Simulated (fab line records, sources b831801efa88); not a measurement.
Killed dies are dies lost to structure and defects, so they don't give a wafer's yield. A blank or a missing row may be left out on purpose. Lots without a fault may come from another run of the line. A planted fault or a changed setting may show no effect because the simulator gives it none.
fab line records | flow sky130 | part 2 of 2: steps 22 to 22 of 22
record lots=7 wafers=21 last_day=49
route steps=708 shown RES_PROTECT@212 POLY_GATE@213 PAD_OPEN@708
lots that met no fault: from a run of the same line without faults
start_h: hours from the record's first day to the start of the lot's first wafer shown | wait_h: hours since the lot's step before | " the same as in the row above | L1.1+2: a row that stands for several wafers | - no value, or no start given | * or withheld: withheld | < > ~ a bound
route shown NAME@n: a module of which the file shows steps, and the number in the route of the first | usual: mean/standard deviation of fault-free wafers | same: alike in all rows | chamber/n: place in a boat | sites: the reading at each site | _std_site: their standard deviation | _edge_site: outer sites' mean less inner sites' | radius_mm: how far each site lies from the wafer's centre | mask NAME#n: copy n | behind: the tool/chamber that last shaped the wafer | hold: why the lot was held/for how many hours/how that ended | device: the transistor (n, p or np) that didn't switch | end of line: the same wafers' tests at the end of the route | a step without rows: its recipe alone | killed: dies lost to structure and defects at the first sort, not the wafer's yield | map: a wafer's dies, x killed, . not, _ none there
set.NAME: the setting as run; set.NAME@STEP: as run at that earlier step | model.NAME: the simulator's own value behind a step, which no gauge read
lots at some steps of the route; a table a step, a row a wafer
services: from which hour (start_h, from the record's first day; less than 0 if before it) a tool's chamber was out of use, for how many hours, and why
## steps
# step SKY_PAD_OPEN_PROBE_99
# usual killed_at_M0_to_M3=43/7.1 killed_at_M4_up=3.3/2 killed_at_contacts=24/5.1 killed_at_front_end=15/4.6 killed_at_other=0.3/0.6 killed_dies=86/9.6 killed_on_rim=17/3.8 killed_open=46/7.3 killed_short=39/6.7
# same gross_dies=492 killed_at_back_side=0
# columns lot.wafer tool chamber start_h wait_h killed_at_M0_to_M3 killed_at_M4_up killed_at_contacts killed_at_front_end killed_at_other killed_dies killed_on_rim killed_open killed_short model.etest.res_xhigh_po.line_ohm_um model.etest.pfet_01v8.r_on_ohm_um model.etest.pfet_g5v0d10v5.r_on_ohm_um model.etest.res_poly.line_ohm_um model.etest.nfet_01v8.r_on_ohm_um model.etest.nfet_g5v0d10v5.r_on_ohm_um model.etest.sonos_uncharged.r_on_ohm_um model.etest.nfet_01v8_lvt.drive_ua_um
L415.1 prober-02 - 1097.36 0.1 43 6 25 23 2 99 23 53 45 5639 2915 4765 511.5 807.6 1892 817 586.8
L415.4 prober-02 - 1097.51 0.2 52 4 33 10 1 100 21 55 45 5817 2925 4730 506.6 812.6 1879 833.8 579.5
L415.6 prober-02 - 1097.61 0.2 37 4 26 10 1 78 14 47 31 5776 2923 4783 512.2 833.8 1898 824.9 569.4
L414.1 prober-01 - 1099.14 0.1 45 3 20 20 1 89 12 32 56 5542 2872 4780 496.2 831.9 1888 803.5 562.7
L414.2 prober-01 - 1099.19 0.1 34 3 19 13 1 70 11 35 35 5787 2863 4747 519.4 816.1 1860 819.5 575
L414.6 prober-01 - 1099.39 0.2 39 2 17 14 1 73 15 49 23 5543 2896 4724 501.1 828 1858 828.2 583.8
L419.2 prober-01 - 1119.72 0.1 37 0 21 45 0 103 36 42 34 6064 2606 4578 657.2 769.7 1801 757.5 600.9
L419.3 prober-01 - 1119.77 0.2 40 1 25 43 0 109 28 42 39 5939 2625 4664 647.9 757.4 1837 765.4 617.4
L419.6 prober-01 - 1119.92 0.2 41 4 24 44 0 113 35 34 45 6049 2573 4547 672.3 738.1 1785 749.9 634.5
L420.4 prober-02 - 1125.58 0.2 45 4 34 43 0 126 40 50 41 5916 2555 4531 655.2 732.7 1780 757.5 634.9
L420.5 prober-02 - 1125.63 0.2 46 4 26 34 0 110 39 45 34 6270 2462 4489 692.6 727.6 1765 744.8 636.5
L420.6 prober-02 - 1125.68 0.2 37 4 23 49 0 113 35 41 36 6097 2510 4511 689.5 731.4 1784 761.7 629.4
L421.1 prober-01 - 1136.40 0.1 40 0 30 38 1 109 37 50 36 5870 2647 4566 638.3 783.8 1822 755.8 596.2
L421.3 prober-01 - 1136.50 0.2 43 3 29 19 0 94 24 48 44 6080 2676 4591 623.2 778.3 1863 761 605.2
L421.5 prober-01 - 1136.60 0.2 42 4 32 30 0 108 28 48 43 5884 2644 4610 626.3 791.2 1824 766 589.6
L431.4 prober-01 - 1177.98 0.2 36 2 18 22 0 78 12 48 30 5895 2896 4769 525.5 847.9 1902 814.7 570
L431.5 prober-01 - 1178.03 0.2 41 4 22 30 0 97 21 49 48 5697 2859 4815 522.6 840.1 1910 817.5 582.2
L431.6 prober-01 - 1178.08 0.2 36 3 20 15 0 74 14 45 29 5853 2838 4777 534.7 850.9 1881 816 557.4
L433.1 prober-01 - 1186.84 0.1 36 2 26 19 0 83 14 41 41 5906 2778 4666 530.7 811.9 1839 805.3 580
L433.3 prober-01 - 1186.94 0.2 43 6 23 16 0 88 21 48 40 5999 2772 4723 545.7 830 1868 804.6 573.8
L433.4 prober-01 - 1186.99 0.2 43 2 24 18 0 87 18 40 47 5832 2858 4683 522.3 837.6 1859 812.1 568.4
# killed by level:class
L415.1 CONTACT:geometric_particle:open=14 VIA1:geometric_particle:open=6 VIA2:geometric_particle:short=6 VIA3:geometric_particle:open=6 FIELD_ISO:geometric_particle:short=5 METAL1:geometric_particle:short=5 LI_CONTACT:geometric_particle:open=5 POLY_GATE:geometric_particle:open=4
L415.4 CONTACT:geometric_particle:open=13 VIA1:geometric_particle:open=12 VIA3:geometric_particle:open=9 VIA2:geometric_particle:open=7 LI_CONTACT:geometric_particle:open=6 VIA2:geometric_particle:short=6 VIA3:geometric_particle:short=6 CONTACT:geometric_particle:short=5
L415.6 VIA1:geometric_particle:open=12 CONTACT:geometric_particle:open=11 VIA2:geometric_particle:open=6 VIA3:geometric_particle:open=6 LI_CONTACT:geometric_particle:open=5 LOCAL_INTERCONNECT:geometric_particle:short=5 METAL1:geometric_particle:short=5 CONTACT:geometric_particle:short=4
L414.1 METAL2:geometric_particle:short=10 POLY_GATE:geometric_particle:short=8 VIA1:geometric_particle:open=7 VIA1:geometric_particle:short=6 VIA2:geometric_particle:short=6 VIA2:geometric_particle:open=6 FIELD_ISO:geometric_particle:short=5 LOCAL_INTERCONNECT:geometric_particle:short=5
L414.2 CONTACT:geometric_particle:open=9 POLY_GATE:geometric_particle:short=6 METAL1:geometric_particle:short=6 VIA2:geometric_particle:open=6 METAL2:geometric_particle:short=5 VIA1:geometric_particle:open=5 LI_CONTACT:geometric_particle:open=4 CONTACT:geometric_particle:short=4
L414.6 VIA1:geometric_particle:open=15 VIA2:geometric_particle:open=9 LI_CONTACT:geometric_particle:open=6 CONTACT:geometric_particle:open=6 METAL1:geometric_particle:short=5 LOCAL_INTERCONNECT:geometric_particle:short=4 VIA3:geometric_particle:open=4 FIELD_ISO:geometric_particle:short=3
L419.2 POLY_GATE:area_expose=27 VIA1:geometric_particle:open=11 VIA3:geometric_particle:open=7 CONTACT:geometric_particle:open=6 POLY_GATE:geometric_particle:short=5 LOCAL_INTERCONNECT:geometric_particle:short=5 CONTACT:geometric_particle:short=5 FIELD_ISO:geometric_particle:short=4
L419.3 POLY_GATE:area_expose=27 VIA1:geometric_particle:open=14 CONTACT:geometric_particle:open=10 METAL2:geometric_particle:short=7 POLY_GATE:geometric_particle:short=6 VIA3:geometric_particle:open=6 FIELD_ISO:geometric_particle:short=5 LI_CONTACT:geometric_particle:open=5
L419.6 POLY_GATE:area_expose=33 METAL2:geometric_particle:short=9 VIA1:geometric_particle:open=8 CONTACT:geometric_particle:open=8 VIA3:geometric_particle:open=7 METAL1:geometric_particle:short=6 CONTACT:geometric_particle:short=6 POLY_GATE:geometric_particle:short=5
L420.4 POLY_GATE:area_expose=35 LI_CONTACT:geometric_particle:open=10 VIA1:geometric_particle:open=8 CONTACT:geometric_particle:short=7 CONTACT:geometric_particle:open=7 VIA2:geometric_particle:open=7 LOCAL_INTERCONNECT:geometric_particle:short=6 METAL1:geometric_particle:short=6
L420.5 POLY_GATE:area_expose=31 VIA1:geometric_particle:open=10 CONTACT:geometric_particle:open=10 METAL1:geometric_particle:short=9 LI_CONTACT:geometric_particle:open=9 VIA3:geometric_particle:open=6 METAL3:geometric_particle:short=5 METAL2:geometric_particle:short=4
L420.6 POLY_GATE:area_expose=35 VIA1:geometric_particle:open=11 CONTACT:geometric_particle:open=9 LI_CONTACT:geometric_particle:open=7 METAL1:geometric_particle:short=6 VIA3:geometric_particle:open=6 POLY_GATE:geometric_particle:short=4 LOCAL_INTERCONNECT:geometric_particle:short=4
L421.1 POLY_GATE:area_expose=23 CONTACT:geometric_particle:open=9 VIA2:geometric_particle:open=8 LI_CONTACT:geometric_particle:open=7 LOCAL_INTERCONNECT:geometric_particle:short=7 VIA3:geometric_particle:open=6 VIA1:geometric_particle:open=6 FIELD_ISO:geometric_particle:open=5
L421.3 CONTACT:geometric_particle:open=15 VIA3:geometric_particle:open=8 LOCAL_INTERCONNECT:geometric_particle:short=7 POLY_GATE:geometric_particle:open=6 VIA1:geometric_particle:open=6 METAL3:geometric_particle:short=6 POLY_GATE:geometric_particle:short=5 VIA2:geometric_particle:short=5
L421.5 POLY_GATE:area_expose=17 CONTACT:geometric_particle:open=14 VIA1:geometric_particle:open=9 LI_CONTACT:geometric_particle:open=7 METAL1:geometric_particle:short=6 VIA3:geometric_particle:short=6 LI_CONTACT:geometric_particle:short=6 FIELD_ISO:geometric_particle:open=5
L431.4 CONTACT:geometric_particle:open=12 VIA2:geometric_particle:open=9 METAL1:geometric_particle:short=8 POLY_GATE:geometric_particle:open=6 POLY_GATE:geometric_particle:short=5 VIA3:geometric_particle:open=5 FIELD_ISO:geometric_particle:open=4 LI_CONTACT:geometric_particle:open=4
L431.5 FIELD_ISO:geometric_particle:short=10 VIA2:geometric_particle:open=8 VIA1:geometric_particle:open=8 FIELD_ISO:geometric_particle:open=7 LI_CONTACT:geometric_particle:open=7 CONTACT:geometric_particle:short=6 POLY_GATE:geometric_particle:short=5 METAL2:geometric_particle:short=5
L431.6 VIA1:geometric_particle:open=9 VIA2:geometric_particle:open=8 VIA3:geometric_particle:open=6 CONTACT:geometric_particle:short=5 FIELD_ISO:geometric_particle:open=4 POLY_GATE:geometric_particle:open=4 LI_CONTACT:geometric_particle:open=4 LOCAL_INTERCONNECT:geometric_particle:short=4
L433.1 VIA1:geometric_particle:open=14 CONTACT:geometric_particle:short=10 POLY_GATE:geometric_particle:short=6 CONTACT:geometric_particle:open=6 VIA2:geometric_particle:open=5 POLY_GATE:geometric_particle:open=4 LI_CONTACT:geometric_particle:open=4 LOCAL_INTERCONNECT:geometric_particle:short=4
L433.3 VIA1:geometric_particle:open=14 CONTACT:geometric_particle:open=8 LOCAL_INTERCONNECT:geometric_particle:short=7 VIA1:geometric_particle:short=6 METAL4:geometric_particle:short=5 FIELD_ISO:geometric_particle:short=4 FIELD_ISO:geometric_particle:open=4 VIA2:geometric_particle:open=4
L433.4 VIA1:geometric_particle:open=10 POLY_GATE:geometric_particle:short=9 METAL2:geometric_particle:short=8 CONTACT:geometric_particle:open=7 LI_CONTACT:geometric_particle:open=6 LOCAL_INTERCONNECT:geometric_particle:short=5 VIA1:geometric_particle:short=5 VIA2:geometric_particle:open=5
# map L419.6 (x killed, . not)
__________......xx.._________
________....x.xx..x.x._______
______....x.....xx.x...._____
_____x..................x____
____........x...x.xx....x.___
___........xx.....x...x...x__
__.....x....x........xxxx..x_
_......x....x................
_............x.x..x..........
_x....xx.....x..x......x...x.
_x..x....x......x.........xx.
_.....x...x.x......x.xx.....x
_x..........x.x...........xxx
_x......x.....x.x.........xx.
_x...x..x.x......x.....x.....
__.x...............x.x.x.x.._
___....x.x.x.x.....x....xx.__
____.........x...........x___
_____x............xx....x____
______.x..xx..xx..x..xxx_____
________x.......x.xxx._______
__________xxx..xxxxx_________
# map L420.4 (x killed, . not)
__________...x.xxx.x_________
________...........x.._______
______x..x.xx.......x..._____
_____x.x.....x.x.......xx____
____.............x...x...x___
___..x..x........x..x...xxx__
__xx.x....................x._
_..x.x........x...x...x.x.x..
_x......x....xx............x.
_x..........x.x....x.....x..x
_..x...........x...x...x...x.
_...x....xx.......x.xxxx...xx
_.......x...x..x.x...........
_..........x..x.x............
_..x.........x..xx..x........
__..xx...x..x.x...x.....xx.x_
___xx.........x.....x.x..xx__
____....x....xx......x...x___
_____.x.x........x....xxx____
______x..x..x.xx.xxxxxxx_____
________..x..xxx..xx.._______
__________x.xx.x..x._________
## services
# columns tool chamber start_h hours kind
krf_scanner-02 - 341.76 3.6 pm
rie_diel-02 2 367.96 6.8 repair
rie_diel-02 3 370.12 2.6 repair
rie_si-02 - 371.15 2.8 pm
rie_diel-02 1 375.08 4.1 repair
krf_scanner-02 - 380.53 1.3 pm
rie_si-02 2 383.55 22.9 repair
krf_scanner-01 - 410.13 0.8 pm
krf_scanner-02 - 415.43 0.6 repair
krf_scanner-02 - 420.33 2.1 repair
plasma_asher-02 - 421.29 9.0 pm
rie_diel-02 3 432.99 1.4 repair
rie_diel-01 1 447.51 2.0 repair
plasma_asher-03 - 448.86 15.6 pm
rie_diel-01 - 448.89 0.1 repair
rie_diel-02 1 451.05 4.2 repair
krf_scanner-01 - 453.03 7.2 pm
krf_scanner-02 - 467.22 3.5 repair
krf_scanner-01 - 473.29 1.3 pm
rie_si-01 - 486.90 10.0 pm
krf_scanner-02 - 489.36 1.0 pm
krf_scanner-01 - 498.66 1.0 pm
rie_diel-01 2 515.57 1.4 repair
rie_diel-02 0 519.13 2.7 repair
## key
first_sign step=SKY_POLY_GATE_EXPOSE_10 reading=exposure_dose_mJ_cm2 direction=up sigmas=99+ usual=* struck=*
effect step=SKY_POLY_GATE_CD_MEAS_13 reading=cd_nm direction=down sigmas=12 usual=149.2 struck=130.3 through=control_loop
effect step=SKY_PAD_OPEN_PROBE_99 reading=killed_at_front_end direction=up sigmas=4.9 usual=15 struck=38 wafers_moved=8
model_effect step=SKY_POLY_GATE_ETCH_15 value=POLY_GATE.cd_nm without=148 struck=129.6
model_effect step=SKY_POLY_GATE_ETCH_17 value=POLY_GATE.cd_nm without=147.9 struck=129.5
model_effect step=SKY_PAD_OPEN_PROBE_99 value=etest.res_xhigh_po.line_ohm_um without=5700 struck=6019
more_kills_born_at SKY_POLY_GATE_EXPOSE_10@krf_scanner-01=230
met_at SKY_POLY_GATE_EXPOSE_10
struck_wafers L419.2,L419.3,L419.6,L420.4,L420.5,L420.6,L421.1,L421.3,L421.5
tester_left_out L419,L420,L421
loop_trim step=SKY_POLY_GATE_EXPOSE_10 setting=dose lots=L421
onset_between 382.00 415.55
fault kind=process_parameter_drift tool=krf_scanner-01 chamber=- onset_h=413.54 steps=SKY_POLY_GATE_EXPOSE_10 channel=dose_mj offset=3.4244 shape=step acts_in=these_recipes_only stated=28
# tester_left_out: of these lots the tester's yield and bins aren't shown, on N5 and GAA mostly nor the transistor test; their killed dies are dies lost to structure and defects alone, not to doping, threshold or leakage, so they don't give the yield
# loop_trim: a control loop set the setting to another value than it would have without faults
